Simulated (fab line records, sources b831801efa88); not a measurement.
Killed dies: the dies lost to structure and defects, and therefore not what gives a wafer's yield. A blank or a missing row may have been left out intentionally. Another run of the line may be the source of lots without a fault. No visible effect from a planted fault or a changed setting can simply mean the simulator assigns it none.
fab line records	flow sky130
record: lots: 5	wafers: 15	last-day: 50
route steps=708 shown FIELD_ISO@16 PAD_OPEN@708
lots untouched by any fault: they come from a run of this same line in which no faults occurred
start-h: hours from the record's first day to the start of the lot's first wafer shown	wait-h: how many hours have passed since the lot's step before this one	" same as the row above	L1.1+2: a row that stands for several wafers	- value missing, or start not given	* or withheld: withheld	< > ~ a bound
route shown NAME@n: a module of which the file shows steps, and the number in the route of the first	usual: average and standard deviation across the fault-free wafers	same: alike in all rows	chamber/n: place in a boat	sites: readings site by site	_std_site: how widely they spread, as a standard deviation	_edge_site: mean of outer sites minus mean of inner sites	radius-mm: how far each site lies from the wafer's centre	mask NAME#n: copy n	behind: the tool/chamber that last shaped the wafer	hold: the reason the lot was held/the length of the hold in hours/how it ended	device: whichever transistor did not switch (one of n, p or np)	end of line: tests run on the same wafers once the route is complete	for a step that has no rows: nothing shown but its recipe	killed: dies lost to structure and defects at the first sort, not the wafer's yield	map: a wafer's dies, marking killed ones x, the rest . and places with no die _
set.NAME: the setting the step ran with; set.NAME@STEP: the setting that earlier step ran with	model.NAME: the simulator's own value behind a step, which no gauge read
lots at selected steps of the route; one table per step, one row per wafer
services: a tool's chamber out of use, with start hour (start-h, from the record's first day; less than 0 if before it), hours out, and reason
== steps ==
step: SKY_FIELD_ISO_ETCH_15
recipe: chemistry: CHF3/O2	target-depth-nm: 180	stop-on: Si	source-w: 600	bias-w: 200	pressure-mtorr: 40	chf3-flow-sccm: 50	O2_flow_sccm: 5	time-s: 72
usual: drypump-motor-current-A: 5.5/0.47	oes-product-au: 0.891/0.007	throttle-valve-pct: 8.828/0.009
lot.wafer	tool	chamber	start-h	wait-h	drypump-motor-current-A	oes-product-au	rf-hours-counter-h	throttle-valve-pct
L265.1	rie-diel-03	1	35.85	0.0	4.8	0.905	3	8.826
L265.2	"	0	"	"	6.2	0.893	40	8.832
L265.4	"	2	"	"	6.1	0.899	85	8.807
L267.2	rie-diel-04	3	44.43	0.0	5.4	0.891	64	8.822
L267.4	"	0	"	"	5.0	0.887	57	8.820
L267.6	"	1	"	"	6.3	0.891	-	8.826
L272.1	rie-diel-02	3	73.58	0.0	5.0	0.880	6	8.815
L272.3	"	0	"	"	5.9	0.879	84	8.826
L272.5	"	0	"	"	5.9	0.882	-	8.806
L276.1	rie-diel-02	2	92.68	0.0	5.6	0.892	6	8.838
L276.2	"	0	"	"	5.9	0.890	84	8.835
L276.3	"	1	"	"	5.9	0.895	58	8.823
L285.2	rie-diel-02	3	137.73	0.0	5.0	0.896	7	8.840
L285.3	"	2	"	"	5.6	0.899	7	8.827
L285.6	"	3	"	"	5.0	0.898	-	8.816
step: SKY_FIELD_ISO_STRIP_16
recipe: chemistry: O2/N2	power-w: 1400	pressure-mtorr: 1500	platen-temp-c: withheld	o2-flow-sccm: 3000	n2-flow-sccm: 300	overash-fraction: 0.5
usual: drypump-motor-current-A: 5.4/0.58	oes-product-au: 0.378/0.0045	strip-time-to-endpoint-s: 3.54/0.036
lot.wafer	tool	chamber	start-h	wait-h	drypump-motor-current-A	oes-product-au	rf-hours-counter-h	strip-time-to-endpoint-s
L265.1	plasma-asher-03	0	35.91	0.0	6.0	0.382	23	3.57
L265.2	"	1	"	"	6.0	0.390	23	3.56
L265.4	"	0	"	"	6.0	0.378	-	3.50
L267.2	plasma-asher-01	0	44.48	0.0	4.9	0.382	38	3.58
L267.4	"	0	"	"	4.8	0.381	-	3.56
L267.6	"	1	"	"	5.0	0.377	-	3.53
L272.1	plasma-asher-01	1	73.63	0.0	5.0	0.379	41	3.54
L272.3	"	1	"	"	5.0	0.385	-	3.58
L272.5	"	1	"	"	5.0	0.377	-	3.57
L276.1	plasma-asher-04	0	92.73	0.0	6.4	0.373	41	3.54
L276.2	"	1	"	"	4.9	0.378	41	3.59
L276.3	"	1	"	"	4.9	0.379	-	3.51
L285.2	plasma-asher-01	0	137.78	0.0	4.8	0.381	47	3.59
L285.3	"	1	"	"	5.0	0.367	-	3.49
L285.6	"	0	"	"	4.8	0.380	-	3.60
step: SKY_FIELD_ISO_ETCH_17
recipe: target-depth-a: 3420	mask-material: Si3N4	chemistry: HBr/Cl2/O2	target: Si	taper-deg: 5	icp-w: 600	bias-w: 150	pressure-mtorr: 15	HBr_flow_sccm: 150	Cl2_flow_sccm: 40	O2_flow_sccm: 6	time-s: 97.7
usual: drypump-motor-current-A: 5.9/0.6	oes-product-au: 0.998/0.013	throttle-valve-pct: 25.658/0.011
lot.wafer	tool	chamber	start-h	wait-h	drypump-motor-current-A	oes-product-au	rf-hours-counter-h	throttle-valve-pct
L265.1	rie-si-01	3	36.01	0.1	5.9	0.986	1	25.664
L265.2	"	1	"	"	6.2	0.992	27	25.655
L265.4	"	1	"	"	6.3	0.997	-	25.649
L267.2	rie-si-02	1	44.58	0.1	4.9	0.983	1	25.666
L267.4	"	2	"	"	6.1	1.005	75	25.633
L267.6	"	3	"	"	5.0	1.006	-	25.655
L272.1	rie-si-01	1	73.73	0.1	6.3	0.996	27	25.667
L272.3	"	3	"	"	5.9	0.981	1	25.675
L272.5	"	2	"	"	6.6	0.984	-	25.652
L276.1	rie-si-01	2	92.83	0.1	6.6	0.992	141	25.667
L276.2	"	0	"	"	6.2	1.002	0	25.666
L276.3	"	3	"	"	5.9	0.983	1	25.665
L285.2	rie-si-02	3	137.88	0.1	5.1	1.003	80	25.647
L285.3	"	0	"	"	6.4	0.997	3	25.671
L285.6	"	1	"	"	4.9	0.981	-	25.637
step: SKY_FIELD_ISO_WET_ETCH_18
recipe: chemistry: H3PO4	target-depth-nm: 25	temp-c: 160	target: Si3N4	time-s: 286
step: SKY_FIELD_ISO_CLEAN_19
recipe: chemistry: SC1/SC2	mix: 1:4:20	temp-c: 70	time-s: 150
step: SKY_FIELD_ISO_CLEAN_20
recipe: chemistry: dHF	time-s: 20	dilution: 100:1
step: SKY_FIELD_ISO_WET_ETCH_21
recipe: chemistry: dHF	dilution: 100:1	target-depth-nm: 20	dry: ipa-marangoni	target: SiO2	temp-c: 25	time-s: 400
step: SKY_FIELD_ISO_OXIDATION_22
recipe: temp-c: 950	ambient: O2	stabilise-s: 600	purge-s: 300	target-thk-a: 100	ox-time-s: 623
step: SKY_FIELD_ISO_THK_MEAS_23
recipe: reads: SiO2_of_FIELD_ISO_OXIDATION_22
usual: FIELD_ISO_OXIDATION_01_THK: 10.08/0.16
lot.wafer	tool	chamber	start-h	wait-h	FIELD_ISO_OXIDATION_01_THK[nm]
L265.1	film-metro-02	-	39.17	0.0	10.08
L265.2	"	-	"	"	9.93
L265.4	"	-	"	"	9.96
L267.2	film-metro-03	-	46.81	0.0	9.78
L267.4	"	-	"	"	10.04
L267.6	"	-	"	"	9.94
L272.1	film-metro-01	-	75.25	0.0	10.12
L272.3	"	-	"	"	10.32
L272.5	"	-	"	"	10.14
L276.1	film-metro-03	-	94.35	0.0	10.10
L276.2	"	-	"	"	10.18
L276.3	"	-	"	"	9.92
L285.2	film-metro-02	-	140.33	0.0	10.10
L285.3	"	-	"	"	10.26
L285.6	"	-	"	"	10.06
step: SKY_FIELD_ISO_CVD_24
recipe: material: SiO2	target-thk-nm: 595	temp-c: 650	sigma-open-frac: 0.3	time-s: 99.2	sih4-flow-sccm: 60	pressure-mtorr: 6
step: SKY_FIELD_ISO_THK_MEAS_25
recipe: reads: SiO2_of_FIELD_ISO_CVD_24
usual: FIELD_ISO_CVD_24_THK: 594/7.1
lot.wafer	tool	chamber	start-h	wait-h	FIELD_ISO_CVD_24_THK[nm]
L265.1	film-metro-01	-	39.30	0.0	585
L265.2	"	-	"	"	599
L265.4	"	-	"	"	585
L267.2	film-metro-02	-	46.94	0.0	592
L267.4	"	-	"	"	599
L267.6	"	-	"	"	595
L272.1	film-metro-02	-	75.38	0.0	590
L272.3	"	-	"	"	603
L272.5	"	-	"	"	592
L276.1	film-metro-01	-	94.48	0.0	588
L276.2	"	-	"	"	593
L276.3	"	-	"	"	585
L285.2	film-metro-01	-	140.46	0.0	593
L285.3	"	-	"	"	590
L285.6	"	-	"	"	594
step: SKY_FIELD_ISO_ANNEAL_26
recipe: temp-c: 1000	time-s: 1800	ambient: N2
step: SKY_FIELD_ISO_CMP_27
recipe: stop-on: Si3N4	t-overpolish-s: 16	down-force-psi: 4	platen-rpm: 60	target-thk-nm: 457.8	pad-velocity-m-s: 0.94248
usual: motor-current-A: 11.6/1.2	overpolish-run-s: 15.999/0.0092	t-overpolish-s: 16/0	time-to-endpoint-s: 112/3.5
lot.wafer	tool	chamber	start-h	wait-h	motor-current-A	overpolish-run-s	t-overpolish-s	time-to-endpoint-s
L265.2	cmp-02	1	40.86	0.0	11.2	16.013	16	116
L265.4	"	2	"	"	10.3	16.015	16	110
L265.1	"	3	"	"	11.7	15.995	16	112
L267.2	cmp-01	3	49.64	0.1	13.9	15.991	16	112
L267.4	"	0	"	"	10.9	16.011	16	115
L267.6	"	3	"	"	13.3	15.997	16	109
L272.3	cmp-01	0	77.89	0.0	10.6	17.031	17.038	116
L272.1	"	1	"	"	13.7	16.000	16	110
L272.5	"	0	"	"	10.7	17.039	17.038	115
L276.2	cmp-02	3	96.04	0.0	11.8	15.996	16	107
L276.1	"	0	"	"	11.2	16.013	16	116
L276.3	"	1	"	"	11.6	16.002	16	109
L285.3	cmp-02	3	144.52	0.1	11.0	15.992	16	108
L285.2	"	1	"	"	11.8	15.985	16	110
L285.6	"	3	"	"	11.7	15.998	16	111
step: SKY_FIELD_ISO_WET_ETCH_28
recipe: chemistry: dHF	target-depth-nm: 23.7	target: SiO2	dilution: 10:1	temp-c: 25	time-s: 47
step: SKY_PAD_OPEN_PROBE_99
usual: killed_at_M0_to_M3: 42/7.6	killed_at_M4_up: 3.4/2	killed-at-contacts: 24/5.9	killed-at-front-end: 16/4.5	killed-at-other: 0.4/0.58	killed-dies: 86/10	killed-open: 47/7.6	killed-short: 39/6.7
same: gross-dies: 492	killed-at-back-side: 0
lot.wafer	tool	chamber	start-h	wait-h	killed_at_M0_to_M3	killed_at_M4_up	killed-at-contacts	killed-at-front-end	killed-at-other	killed-dies	killed-open	killed-short
L265.1	prober-02	-	1081.98	0.1	40	4	21	11	0	76	30	46
L265.2	prober-02	-	1082.03	0.1	47	4	22	21	0	94	49	45
L265.4	prober-02	-	1082.13	0.2	56	4	15	16	0	91	54	37
L267.2	prober-02	-	1096.83	0.1	41	2	30	19	1	93	46	46
L267.4	prober-02	-	1096.93	0.2	46	3	26	12	0	87	51	34
L267.6	prober-02	-	1097.03	0.2	41	8	31	24	1	105	54	47
L272.1	prober-02	-	1130.08	0.1	64	0	21	18	1	104	55	49
L272.3	prober-02	-	1130.18	0.2	39	4	31	17	1	92	55	36
L272.5	prober-02	-	1130.28	0.2	34	4	21	6	2	67	38	27
L276.1	prober-02	-	1149.29	0.1	46	3	26	13	1	89	58	31
L276.2	prober-02	-	1149.34	0.1	34	2	25	20	0	81	49	32
L276.3	prober-02	-	1149.39	0.2	49	5	23	14	0	91	46	45
L285.2	prober-02	-	1193.63	0.1	48	0	28	12	0	88	47	41
L285.3	prober-02	-	1193.68	0.2	51	5	17	16	0	89	44	45
L285.6	prober-02	-	1193.83	0.2	40	5	22	22	0	89	49	40
killed by level:class
L265.1 LOCAL_INTERCONNECT:geometric-particle:short=7 METAL2:geometric-particle:short=7 VIA1:geometric-particle:open=6 METAL1:geometric-particle:short=5 CONTACT:geometric-particle:open=5 VIA1:geometric-particle:short=5 VIA2:geometric-particle:open=5 VIA3:geometric-particle:open=5
L265.2 VIA1:geometric-particle:open=10 LI_CONTACT:geometric-particle:open=9 METAL1:geometric-particle:short=8 METAL3:geometric-particle:short=7 FIELD_ISO:geometric-particle:open=6 CONTACT:geometric-particle:open=6 METAL2:geometric-particle:short=6 VIA2:geometric-particle:short=5
L265.4 VIA1:geometric-particle:open=12 CONTACT:geometric-particle:open=7 VIA2:geometric-particle:open=7 VIA3:geometric-particle:open=7 METAL1:geometric-particle:short=6 FIELD_ISO:geometric-particle:open=5 POLY_GATE:geometric-particle:short=5 METAL2:geometric-particle:open=5
L267.2 LI_CONTACT:geometric-particle:open=12 VIA3:geometric-particle:open=9 VIA1:geometric-particle:open=8 METAL2:geometric-particle:short=6 LOCAL_INTERCONNECT:geometric-particle:short=6 POLY_GATE:geometric-particle:short=5 LI_CONTACT:geometric-particle:short=5 CONTACT:geometric-particle:open=5
L267.4 CONTACT:geometric-particle:open=11 VIA1:geometric-particle:open=10 VIA3:geometric-particle:open=8 VIA2:geometric-particle:open=6 LI_CONTACT:geometric-particle:open=5 CONTACT:geometric-particle:short=5 VIA3:geometric-particle:short=5 FIELD_ISO:geometric-particle:open=4
L267.6 CONTACT:geometric-particle:open=11 VIA1:geometric-particle:open=11 VIA3:geometric-particle:open=9 FIELD_ISO:geometric-particle:short=7 LOCAL_INTERCONNECT:geometric-particle:short=6 POLY_GATE:geometric-particle:short=5 POLY_GATE:geometric-particle:open=5 LI_CONTACT:geometric-particle:open=5
L272.1 VIA1:geometric-particle:open=15 METAL2:geometric-particle:short=8 VIA3:geometric-particle:open=8 LI_CONTACT:geometric-particle:open=7 CONTACT:geometric-particle:open=7 VIA2:geometric-particle:open=7 FIELD_ISO:geometric-particle:short=6 VIA3:geometric-particle:short=6
L272.3 CONTACT:geometric-particle:open=16 VIA1:geometric-particle:open=11 VIA3:geometric-particle:open=8 POLY_GATE:geometric-particle:open=6 LOCAL_INTERCONNECT:geometric-particle:short=5 CONTACT:geometric-particle:short=5 VIA2:geometric-particle:open=5 FIELD_ISO:geometric-particle:short=4
L272.5 VIA1:geometric-particle:open=9 LI_CONTACT:geometric-particle:open=7 CONTACT:geometric-particle:open=7 VIA2:geometric-particle:open=6 METAL2:geometric-particle:short=4 VIA1:geometric-particle:short=3 CONTACT:geometric-particle:short=3 METAL4:geometric-particle:short=3
L276.1 VIA1:geometric-particle:open=14 CONTACT:geometric-particle:open=10 VIA2:geometric-particle:open=8 LI_CONTACT:geometric-particle:open=5 VIA1:geometric-particle:short=5 VIA3:geometric-particle:short=5 POLY_GATE:geometric-particle:open=4 CONTACT:geometric-particle:short=4
L276.2 LI_CONTACT:geometric-particle:open=10 CONTACT:geometric-particle:open=10 VIA1:geometric-particle:open=7 VIA3:geometric-particle:open=6 FIELD_ISO:geometric-particle:short=5 POLY_GATE:geometric-particle:short=5 VIA1:geometric-particle:short=5 VIA2:geometric-particle:open=4
L276.3 VIA1:geometric-particle:open=10 CONTACT:geometric-particle:open=10 METAL2:geometric-particle:short=10 VIA3:geometric-particle:open=7 VIA2:geometric-particle:open=7 FIELD_ISO:geometric-particle:short=4 CONTACT:geometric-particle:short=4 VIA1:geometric-particle:short=4
L285.2 LI_CONTACT:geometric-particle:open=12 VIA1:geometric-particle:open=11 METAL1:geometric-particle:short=11 VIA3:geometric-particle:open=8 LOCAL_INTERCONNECT:geometric-particle:short=5 VIA1:geometric-particle:short=5 FIELD_ISO:geometric-particle:open=4 POLY_GATE:geometric-particle:short=4
L285.3 CONTACT:geometric-particle:open=11 VIA1:geometric-particle:open=10 VIA3:geometric-particle:open=9 FIELD_ISO:geometric-particle:short=7 METAL1:geometric-particle:short=7 METAL2:geometric-particle:short=7 VIA1:geometric-particle:short=4 VIA3:geometric-particle:short=4
L285.6 VIA1:geometric-particle:open=11 LI_CONTACT:geometric-particle:open=10 METAL1:geometric-particle:short=9 FIELD_ISO:geometric-particle:short=7 VIA3:geometric-particle:open=7 CONTACT:geometric-particle:open=6 METAL2:geometric-particle:short=6 POLY_GATE:geometric-particle:open=5
== services ==
tool	chamber	start-h	hours	kind
cmp-01	-	16.17	1.8	repair
rie-diel-04	0	17.20	11.4	repair
rie-diel-02	1	17.64	5.7	repair
rie-si-01	-	18.63	2.8	pm
cmp-01	-	26.02	9.6	pm
rie-diel-02	2	37.84	6.7	repair
cmp-01	-	39.89	2.5	repair
cmp-01	-	41.39	4.1	repair
plasma-asher-03	-	42.69	2.0	repair
cmp-02	-	45.52	5.4	pm
rie-diel-03	-	47.76	2.4	repair
cmp-01	-	51.55	2.7	repair
cmp-02	-	64.26	4.0	pm
cmp-01	-	87.36	23.5	repair
rie-diel-04	2	92.82	2.4	repair
rie-diel-04	1	101.11	8.1	repair
plasma-asher-04	-	108.75	9.0	pm
rie-si-02	1	121.89	13.0	repair
cmp-02	-	123.07	5.2	pm
plasma-asher-03	-	124.72	0.8	repair
cmp-01	-	128.67	4.1	pm
plasma-asher-04	-	129.69	4.3	repair
cmp-01	-	133.89	2.6	repair
rie-si-02	2	135.27	13.9	repair
== key ==
first-sign: step: SKY_FIELD_ISO_CMP_27	reading: t-overpolish-s	direction: up	sigmas: 99+	usual: 16	struck: 17.038
effect: step: SKY_FIELD_ISO_CMP_27	reading: overpolish-run-s	direction: up	sigmas: 99+	usual: 15.999	struck: 17.035
met-at SKY_FIELD_ISO_CMP_27
struck-wafers L272.3,L272.5
tester-left-out L272
onset-between 49.64 77.89
fault: kind: process-parameter-drift	tool: cmp-01	chamber: 0	onset-h: 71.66	steps: SKY_FIELD_ISO_CMP_27	channel: t-overpolish-s	offset: 1.0379	shape: step	end-h: 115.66	acts-in: these-recipes-only	stated: 16
tester-left-out: of these lots the tester's yield and bins aren't shown, on N5 and GAA mostly nor the transistor test; their killed dies are dies lost to structure and defects alone, not to doping, threshold or leakage, so they don't give the yield
